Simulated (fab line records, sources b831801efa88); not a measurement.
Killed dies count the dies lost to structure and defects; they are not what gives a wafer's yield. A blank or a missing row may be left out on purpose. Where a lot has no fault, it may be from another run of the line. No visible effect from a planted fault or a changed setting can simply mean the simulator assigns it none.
A lot that was struck, set against a sound lot + flow sky130 + 37 out of 708 route steps
Sound: wafers L726.2, L726.3, L726.4. Wafers struck: L742.2, L742.4, L742.5. The cause comes at the end.
Order at every step that has rows: each side's tool, ch and its chambers, its first start. Under that, the readings that differ: sound wafers + struck wafers + difference of the means + sigmas: that difference in standard deviations of wafers without a fault.
alike: words and numbers the same on both sides, and readings whose means are apart by under 2 such deviations; not compared: readings that were withheld, readings missing a value for some wafer, numbers with overlapping values and no deviation given by the record, and bounds like >300 which may hide the same value.
The two part at a step that has a row with sigmas, a row that says differs or no value, or rows on one side only. Numbers that have no deviation but don't overlap get no sigmas and don't part them. A reading that every wafer of one side lacks parts them only if that side has two wafers or more.

first, 10 steps without rows for these wafers: SKY_LDD_LDN_SOFTBAKE_03 (time 60 s); SKY_LDD_LDN_EXPOSE_04 (exposes mask LDNTM, target cd 700 nm); SKY_LDD_LDN_PEB_05; SKY_LDD_LDN_DEVELOP_06 (develop time 60 s); SKY_LDD_LDN_IMPLANT_08; SKY_LDD_LDN_IMPLANT_09; SKY_LDD_LDN_IMPLANT_10; SKY_LDD_LDN_IMPLANT_11; SKY_LDD_LDN_STRIP_12 (strips in O2/N2); SKY_LDD_LDN_CLEAN_14 (cleans in SC1/SC2, time 150 s).
SKY_SPACER_CVD_00: deposits Si3N4 from DCS/NH3, target thk 43.1 nm, time 740 s.
  sound on lpcvd-02 ch 0, day 23 12:36; struck on lpcvd-02 ch 0, day 29 00:47
| reading                                  | sound             | struck            | difference | sigmas |
|------------------------------------------|-------------------|-------------------|------------|--------|
| spike_tc_bottom_C (C)                    | 789.3 789.8 790.4 | 798.3 799.4 799.3 | +9.2       | +8     |
| spike_tc_centre_C (C)                    | 769.9 769.3 770.7 | 780.0 778.7 779.0 | +9.3       | +10    |
| spike_tc_lower_C (C)                     | 770.8 770.1 769.2 | 779.4 781.6 780.6 | +10.5      | +9     |
| spike_tc_top_C (C)                       | 783.7 781.6 779.5 | 792.2 790.4 792.9 | +10.2      | +5     |
| spike_tc_upper_C (C)                     | 770.1 769.7 770.8 | 779.3 780.7 780.7 | +10.0      | +10    |
| susceptor_temp_C (C)                     | 770.6 770.0 770.5 | 780.0 780.1 780.0 | +9.7       | +27    |
| model.Si3N4_of_SPACER_CVD_00.thk_nm (nm) | 43.14 43.29 43.48 | 51.77 51.77 51.71 | +8.45      |        |
SKY_SPACER_THK_MEAS_01:
  struck on film_metro-03, day 29 02:00; sound on film_metro-01, day 23 13:49
| reading                | sound          | struck         | difference | sigmas |
|------------------------|----------------|----------------|------------|--------|
| SPACER_CVD_00_THK (nm) | 43.2 43.3 43.5 | 51.8 51.7 51.7 | +8.4       | +23    |
SKY_SPACER_ETCHBACK_02: etches Si3N4 in CH3F/O2, stops on SiO2, time 46.7 s, target depth 45 nm.
  sound on rie_diel-01 ch 0,2,3, day 23 13:52; struck on rie_diel-04 ch 0,2,3, day 29 02:03
| reading                  | sound             | struck            | difference | sigmas |
|--------------------------|-------------------|-------------------|------------|--------|
| oes_product_au (a.u.)    | 0.854 0.862 0.859 | 0.940 0.953 0.954 | +0.091     | +15    |
| model.etch.depth_nm (nm) | 43.14 43.29 43.48 | 51.77 51.77 51.71 | +8.45      |        |
  alike: bias_w, chamber_pressure_mTorr, drypump_motor_current_A, throttle_valve_pct
  not compared: rf_hours_counter_h
then, 22 steps without rows for these wafers: SKY_POLY_CUT_DEHYDRATE_00 (time 60 s); SKY_POLY_CUT_HMDS_01 (prime time 60 s); SKY_POLY_CUT_COAT_02 (resist thk 60 nm); SKY_POLY_CUT_COAT_03 (resist thk 450 nm); SKY_POLY_CUT_SOFTBAKE_04 (time 90 s); SKY_POLY_CUT_EXPOSE_05 (exposes mask NPCM, target cd 270 nm); SKY_POLY_CUT_PEB_06; SKY_POLY_CUT_DEVELOP_07 (develop time 60 s); SKY_POLY_CUT_ETCH_10 (etches BARC in N2/H2, stops on SiO2, time 45.9 s, target depth 60 nm); SKY_POLY_CUT_ETCH_11 (etches Si3N4 in CF4/CH2F2/Ar, stops on poly-Si, time 42.5 s, target depth 60 nm); SKY_POLY_CUT_STRIP_12 (strips in O2/N2); SKY_SD_P_DEHYDRATE_00 (time 60 s); SKY_SD_P_HMDS_01 (prime time 60 s); SKY_SD_P_COAT_02 (resist thk 1140 nm); SKY_SD_P_SOFTBAKE_03 (time 60 s); SKY_SD_P_EXPOSE_04 (exposes mask PSDM, target cd 380 nm); SKY_SD_P_PEB_05; SKY_SD_P_DEVELOP_06 (develop time 60 s); SKY_SD_P_IMPLANT_09; SKY_SD_P_STRIP_10 (strips in O2/N2); SKY_RES_XHIGH_DEHYDRATE_00 (time 60 s); SKY_RES_XHIGH_HMDS_01 (prime time 60 s).
-- the record jumps here: 5 days lie between the struck wafers' starts before and after (it left off in module RES_XHIGH and takes up again in module SALICIDE, whose first step shown is number 361 of the route) --
SKY_SALICIDE_CLEAN_00: cleans in HF-last, time 30 s.
  sound on wet_bench-02 ch 3, day 28 12:14; struck on wet_bench-02 ch 1, day 33 18:05
| reading                                  | sound             | struck          | difference | sigmas |
|------------------------------------------|-------------------|-----------------|------------|--------|
| model.Si3N4_of_SPACER_CVD_00.thk_nm (nm) | 42.14 42.29 42.48 | 50.8 50.8 50.73 | +8.5       |        |
-- the record jumps here: 16 days lie between the struck wafers' starts before and after (it left off in module SALICIDE and takes up again in module PAD_OPEN, whose first step shown is number 708 of the route) --
SKY_PAD_OPEN_PROBE_99:
  struck on prober-01, day 49 21:51; sound on prober-01, day 46 07:30
| reading                                 | sound             | struck            | difference | sigmas |
|-----------------------------------------|-------------------|-------------------|------------|--------|
| model.etest.pfet_01v8.r_on_ohm_um       | 2813 2848 2865    | 3156 3192 3201    | +341       |        |
| model.etest.nfet_g5v0d10v5.r_on_ohm_um  | 1887 1907 1885    | 1962 1960 1953    | +65        |        |
| model.etest.sonos_uncharged.r_on_ohm_um | 808.2 799 799     | 852.2 847.5 855.8 | +49.8      |        |
| model.etest.pfet_01v8.drive_ua_um       | 198.6 198.2 194   | 174 174.6 171.3   | -24        |        |
| model.etest.pfet_01v8_hvt.drive_ua_um   | 148.1 146.3 145.8 | 127 126.6 125.6   | -20        |        |
| model.etest.sram_pfet_latch.drive_ua_um | 145.6 147.9 143.8 | 130.8 125.2 124   | -19.1      |        |
| model.etest.pfet_01v8_mvt.drive_ua_um   | 155.4 153.5 153.4 | 141.4 140.6 140.4 | -13.3      |        |
| model.etest.pfet_01v8_lvt.drive_ua_um   | 177.5 176.6 175.6 | 169 167.5 169.5   | -8         |        |
  alike: killed_at_M0_to_M3, killed_at_M4_up, killed_at_contacts, killed_at_front_end, killed_at_other, killed_dies, killed_open, killed_short

## WHERE THEY PART
Last at SKY_SPACER_ETCHBACK_02 as far as this record goes, first at SKY_SPACER_CVD_00. Later steps at which nothing parts them and some readings are alike: SKY_PAD_OPEN_PROBE_99.

WHY: the cause the simulator had injected
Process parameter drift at SKY_SPACER_CVD_00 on lpcvd-02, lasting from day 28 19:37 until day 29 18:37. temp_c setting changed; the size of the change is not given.
